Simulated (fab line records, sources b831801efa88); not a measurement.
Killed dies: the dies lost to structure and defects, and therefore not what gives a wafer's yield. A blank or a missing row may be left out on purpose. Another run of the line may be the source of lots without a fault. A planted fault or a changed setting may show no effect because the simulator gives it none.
fab line records    flow sky130
record lots=13  wafers=39  last-day=50
route steps=708 shown POLY_GATE@224 METAL3@535 CAPM@540 VIA3@574 PAD_OPEN@708
lots with no fault: from the same line, run without faults
start-h: hours from the record's first day to the start of the lot's first wafer shown    wait-h: how many hours have passed since the lot's step before this one    " the same as in the row above    L1.1+2: a row that stands for several wafers    - no value, or no start given    * or withheld: withheld    < > ~ a bound
route shown NAME@n: a module of which the file shows steps, and the number in the route of the first    usual: mean and standard deviation over wafers with no fault    same: alike in all rows    chamber/n: place in a boat    sites: readings site by site    _std_site: standard deviation of those values    _edge_site: outer sites' mean less inner sites'    radius-mm: how far each site lies from the wafer's centre    mask NAME#n: copy n    behind: the last tool/chamber to shape the wafer    hold: reason for holding the lot/hours on hold/outcome of the hold    device: transistor that didn't switch, given as n, p or np    end of line: at the end of the route, the tests of the same wafers    a step with no rows: only its recipe    killed: not the wafer's yield, but the dies lost to structure and defects at the first sort    map: a wafer's dies, x killed, . not, _ none there
set.NAME: the setting that was run; set.NAME@STEP: the one run at that earlier step    model.NAME: the simulator's own value behind a step, which no gauge read
steps of the route over a sample of lots; a table a step, a row a wafer
services: from which hour (start-h, from the record's first day; less than 0 if before it) a tool's chamber was out of use, for how many hours, and why
## steps
# step SKY_POLY_GATE_EXPOSE_10
# recipe mask-id=P1M  na=0.68  source-shape=conventional  sigma-outer=0.6  target-cd-nm=150  dose-mj=28
# same na=0.68
lot.wafer   tool            chamber  start-h  wait-h  mask
L479.1+3+5  krf-scanner-02  0        357.39   -       P1M#0
L480.1+4+6  krf-scanner-01  0        367.18   -       P1M#0
L481.1+2+5  krf-scanner-02  0        378.63   -       P1M#0
L482.2+3+5  krf-scanner-01  0        385.14   -       P1M#0
L483.1+2+6  krf-scanner-02  0        390.21   -       P1M#0
L484.1+2+4  krf-scanner-01  0        401.47   -       P1M#0
L485.2+3+4  krf-scanner-02  0        415.23   -       P1M#0
L486.1+3+5  krf-scanner-02  0        427.59   -       P1M#0
L488.2+4+6  krf-scanner-02  0        438.16   -       P1M#0
L489.1+3+5  krf-scanner-02  0        443.30   -       P1M#0
L491.2+4+5  krf-scanner-01  0        463.06   -       P1M#0
L498.3+4+6  krf-scanner-02  0        524.55   -       P1M_R1#0
L502.3+4+5  krf-scanner-01  0        570.01   -       P1M#0
# step SKY_POLY_GATE_CD_MEAS_13
# recipe target-cd-nm=150
# usual cd-nm=149.7/1.3
lot.wafer  tool       chamber  start-h  wait-h  hold                      cd-nm
L479.1     cd-sem-01  -        371.39   -       -                         150.6
L479.3     "          -        "        "       -                         150.1
L479.5     "          -        "        "       -                         149.9
L480.1     cd-sem-02  -        381.00   -       -                         150.2
L480.4     "          -        "        "       -                         150.3
L480.6     "          -        "        "       -                         151.4
L481.1     cd-sem-01  -        393.15   -       -                         150.8
L481.2     "          -        "        "       -                         151.1
L481.5     "          -        "        "       -                         150.7
L482.2     cd-sem-01  -        399.32   -       -                         150.2
L482.3     "          -        "        "       -                         148.5
L482.5     "          -        "        "       -                         148.7
L483.1     cd-sem-01  -        403.94   -       -                         150.2
L483.2     "          -        "        "       -                         151.0
L483.6     "          -        "        "       -                         150.2
L484.1     cd-sem-01  -        415.74   -       -                         149.0
L484.2     "          -        "        "       -                         148.8
L484.4     "          -        "        "       -                         147.2
L485.2     cd-sem-01  -        430.47   -       -                         150.5
L485.3     "          -        "        "       -                         149.4
L485.4     "          -        "        "       -                         149.9
L486.1     cd-sem-01  -        443.24   -       -                         148.2
L486.3     "          -        "        "       -                         148.8
L486.5     "          -        "        "       -                         148.8
L488.2     cd-sem-01  -        453.61   -       -                         149.8
L488.4     "          -        "        "       -                         151.7
L488.6     "          -        "        "       -                         150.6
L489.1     cd-sem-01  -        458.25   -       -                         151.2
L489.3     "          -        "        "       -                         150.3
L489.5     "          -        "        "       -                         150.7
L491.2     cd-sem-01  -        477.66   -       -                         149.2
L491.4     "          -        "        "       -                         147.9
L491.5     "          -        "        "       -                         148.3
L498.3     cd-sem-01  -        538.78   -       await-dispo/0.2h/release  161.5
L498.4     "          -        "        "       await-dispo/0.2h/release  161.6
L498.6     "          -        "        "       await-dispo/0.2h/release  161.6
L498.3     cd-sem-01  -        539.07   0.3     -                         160.9
L498.4     "          -        "        "       -                         161.5
L498.6     "          -        "        "       -                         162.0
L502.3     cd-sem-02  -        585.28   -       -                         149.3
L502.4     "          -        "        "       -                         149.9
L502.5     "          -        "        "       -                         151.2
# step SKY_METAL3_SPUTTER_03
# recipe material=Ti  target-thk-nm=5  power-w=3000  time-s=3.3  chamber-pressure-pa=0.4
# usual throttle-valve-pct=30.0/1.4
lot.wafer  tool            chamber  start-h  wait-h  throttle-valve-pct
L479.1     pvd-sputter-03  -        853.85   0.0     31.1
L479.3     "               -        "        "       31.0
L479.5     "               -        "        "       28.3
L480.1     pvd-sputter-02  -        859.90   0.0     30.4
L480.4     "               -        "        "       30.2
L480.6     "               -        "        "       30.7
L481.1     pvd-sputter-03  -        870.11   0.0     28.3
L481.2     "               -        "        "       31.7
L481.5     "               -        "        "       31.0
L482.2     pvd-sputter-01  -        879.61   0.0     29.6
L482.3     "               -        "        "       29.0
L482.5     "               -        "        "       29.2
L483.1     pvd-sputter-03  -        880.01   0.0     28.2
L483.2     "               -        "        "       31.2
L483.6     "               -        "        "       30.7
L484.1     pvd-sputter-03  -        892.64   0.0     30.8
L484.2     "               -        "        "       28.1
L484.4     "               -        "        "       31.6
L485.2     pvd-sputter-03  -        904.05   0.0     31.2
L485.3     "               -        "        "       31.1
L485.4     "               -        "        "       28.1
L486.1     pvd-sputter-01  -        914.40   0.0     29.1
L486.3     "               -        "        "       29.3
L486.5     "               -        "        "       29.3
L488.2     pvd-sputter-02  -        921.80   0.0     30.3
L488.4     "               -        "        "       31.3
L488.6     "               -        "        "       30.3
L489.1     pvd-sputter-01  -        926.61   0.0     29.3
L489.3     "               -        "        "       29.4
L489.5     "               -        "        "       26.5
L491.2     pvd-sputter-01  -        941.99   0.0     29.3
L491.4     "               -        "        "       29.5
L491.5     "               -        "        "       29.9
L498.3     pvd-sputter-02  -        990.70   0.0     30.3
L498.4     "               -        "        "       30.5
L498.6     "               -        "        "       30.6
L502.3     pvd-sputter-01  -        1025.38  0.0     26.6
L502.4     "               -        "        "       30.1
L502.5     "               -        "        "       29.3
# step SKY_CAPM_RS_MEAS_03
# recipe thk-meas-gauge=four-point-probe  reads=TiN_of_CAPM_SPUTTER_02
# usual CAPM_TIN_RS=6.90/0.1
lot.wafer  tool           chamber  start-h  wait-h  CAPM_TIN_RS[ohm/sq]
L479.1     film-metro-01  -        854.11   0.1     6.70
L479.3     "              -        "        "       6.87
L479.5     "              -        "        "       6.82
L480.1     film-metro-03  -        860.16   0.1     6.96
L480.4     "              -        "        "       6.94
L480.6     "              -        "        "       6.97
L481.1     film-metro-03  -        870.37   0.1     6.85
L481.2     "              -        "        "       6.86
L481.5     "              -        "        "       6.89
L482.2     film-metro-04  -        879.89   0.1     6.81
L482.3     "              -        "        "       6.94
L482.5     "              -        "        "       6.73
L483.1     film-metro-01  -        880.27   0.1     6.98
L483.2     "              -        "        "       7.00
L483.6     "              -        "        "       7.02
L484.1     film-metro-04  -        892.90   0.1     6.77
L484.2     "              -        "        "       6.77
L484.4     "              -        "        "       6.97
L485.2     film-metro-04  -        904.33   0.1     6.79
L485.3     "              -        "        "       6.83
L485.4     "              -        "        "       6.97
L486.1     film-metro-04  -        914.65   0.1     6.91
L486.3     "              -        "        "       6.95
L486.5     "              -        "        "       6.86
L488.2     film-metro-03  -        922.08   0.1     6.84
L488.4     "              -        "        "       6.76
L488.6     "              -        "        "       6.90
L489.1     film-metro-04  -        926.86   0.1     7.02
L489.3     "              -        "        "       6.96
L489.5     "              -        "        "       7.00
L491.2     film-metro-01  -        942.27   0.1     7.00
L491.4     "              -        "        "       7.01
L491.5     "              -        "        "       6.92
L498.3     film-metro-01  -        991.00   0.1     7.05
L498.4     "              -        "        "       6.90
L498.6     "              -        "        "       6.90
L502.3     film-metro-04  -        1025.68  0.1     6.91
L502.4     "              -        "        "       6.82
L502.5     "              -        "        "       7.01
# step SKY_VIA3_THK_MEAS_01
# recipe reads=SiO2_of_VIA3_HDPCVD_00
# usual VIA3_HDPCVD_THK=1624/18
lot.wafer  tool           chamber  start-h  wait-h  VIA3_HDPCVD_THK[nm]
L479.1     film-metro-01  -        906.05   0.1     1614
L479.3     "              -        "        "       1635
L479.5     "              -        "        "       1643
L480.1     film-metro-01  -        912.44   0.1     1656
L480.4     "              -        "        "       1621
L480.6     "              -        "        "       1641
L481.1     film-metro-03  -        924.09   0.1     1593
L481.2     "              -        "        "       1622
L481.5     "              -        "        "       1617
L482.2     film-metro-01  -        933.00   0.1     1659
L482.3     "              -        "        "       1653
L482.5     "              -        "        "       1633
L483.1     film-metro-01  -        933.17   0.1     1623
L483.2     "              -        "        "       1626
L483.6     "              -        "        "       1632
L484.1     film-metro-03  -        945.10   0.2     1626
L484.2     "              -        "        "       1614
L484.4     "              -        "        "       1616
L485.2     film-metro-01  -        955.43   0.1     1628
L485.3     "              -        "        "       1637
L485.4     "              -        "        "       1631
L486.1     film-metro-02  -        965.55   0.1     1614
L486.3     "              -        "        "       1636
L486.5     "              -        "        "       1616
L488.2     film-metro-03  -        972.73   0.1     1647
L488.4     "              -        "        "       1641
L488.6     "              -        "        "       1629
L489.1     film-metro-01  -        977.26   0.1     1664
L489.3     "              -        "        "       1636
L489.5     "              -        "        "       1641
L491.2     film-metro-01  -        992.61   0.1     1643
L491.4     "              -        "        "       1630
L491.5     "              -        "        "       1649
L498.3     film-metro-01  -        1039.08  0.1     1631
L498.4     "              -        "        "       1622
L498.6     "              -        "        "       1617
L502.3     film-metro-02  -        1071.12  0.1     1597
L502.4     "              -        "        "       1588
L502.5     "              -        "        "       1607
# step SKY_PAD_OPEN_PROBE_99
# usual killed_at_M0_to_M3=43/6.8  killed_at_M4_up=3.3/2.1  killed-at-contacts=24/5  killed-at-front-end=15/4.4  killed-at-other=0.3/0.57  killed-dies=86/9.7  killed-open=47/7.3  killed-short=39/6.1
# same gross-dies=492  killed-at-back-side=0
lot.wafer  tool       chamber  start-h  wait-h  killed_at_M0_to_M3  killed_at_M4_up  killed-at-contacts  killed-at-front-end  killed-at-other  killed-dies  killed-open  killed-short
L498.3     prober-02  -        1185.34  0.2     44                  1                20                  18                   0                83           48           35
L498.6     prober-02  -        1185.49  0.2     43                  8                19                  21                   0                91           49           42
# killed by level:class
L498.3 VIA1:geometric-particle:open=15 CONTACT:geometric-particle:open=8 POLY_GATE:geometric-particle:open=6 FIELD_ISO:geometric-particle:short=5 METAL2:geometric-particle:short=5 LOCAL_INTERCONNECT:geometric-particle:short=4 CONTACT:geometric-particle:short=4 VIA1:geometric-particle:short=4
L498.6 FIELD_ISO:geometric-particle:short=8 VIA1:geometric-particle:open=8 VIA3:geometric-particle:open=8 METAL4:geometric-particle:short=7 LI_CONTACT:geometric-particle:open=6 CONTACT:geometric-particle:open=6 VIA2:geometric-particle:open=6 METAL2:geometric-particle:short=5
## services
tool            chamber  start-h  hours  kind
pvd-sputter-03  -        339.30   3.6    repair
krf-scanner-02  -        340.73   1.3    pm
krf-scanner-02  -        346.64   0.6    repair
krf-scanner-02  -        366.91   1.0    pm
krf-scanner-02  -        435.93   0.9    repair
krf-scanner-02  -        439.89   0.8    pm
krf-scanner-02  -        442.30   0.2    repair
krf-scanner-02  -        470.02   0.8    repair
krf-scanner-02  -        516.61   1.3    pm
krf-scanner-02  -        535.91   1.0    pm
krf-scanner-02  -        592.65   11.6   repair
krf-scanner-02  -        608.69   0.8    pm
krf-scanner-02  -        692.51   1.3    pm
krf-scanner-02  -        704.91   1.0    pm
krf-scanner-02  -        709.47   4.4    pm
krf-scanner-02  -        721.70   0.9    repair
krf-scanner-02  -        736.43   4.0    pm
krf-scanner-02  -        783.42   0.8    pm
krf-scanner-02  -        785.05   1.8    repair
krf-scanner-02  -        841.17   7.2    pm
krf-scanner-02  -        868.41   1.3    pm
krf-scanner-02  -        873.91   1.0    pm
krf-scanner-02  -        946.29   0.8    pm
krf-scanner-02  -        1005.09  0.4    repair
## key
first-sign step=SKY_POLY_GATE_EXPOSE_10  reading=mask  direction=changed
effect step=SKY_POLY_GATE_CD_MEAS_13  reading=visit  direction=added
effect step=SKY_POLY_GATE_CD_MEAS_13  reading=cd-nm  direction=up  sigmas=8.8  usual=149.7  struck=161.5
met-at SKY_POLY_GATE_EXPOSE_10
struck-lots L498
tester-left-out L498
not-acting-at SKY_METAL3_SPUTTER_03,SKY_CAPM_RS_MEAS_03,SKY_VIA3_THK_MEAS_01
onset-between 443.30 524.55
fault kind=wrong-mask  tool=any  chamber=-  onset-h=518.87  steps=SKY_POLY_GATE_EXPOSE_10  aux-copy=P1M_R1#0  cd-offset-nm=11  scope=struck-lots-only
# tester-left-out: of these lots the tester's yield and bins aren't shown, on N5 and GAA mostly nor the transistor test; their killed dies are dies lost to structure and defects alone, not to doping, threshold or leakage, so they don't give the yield
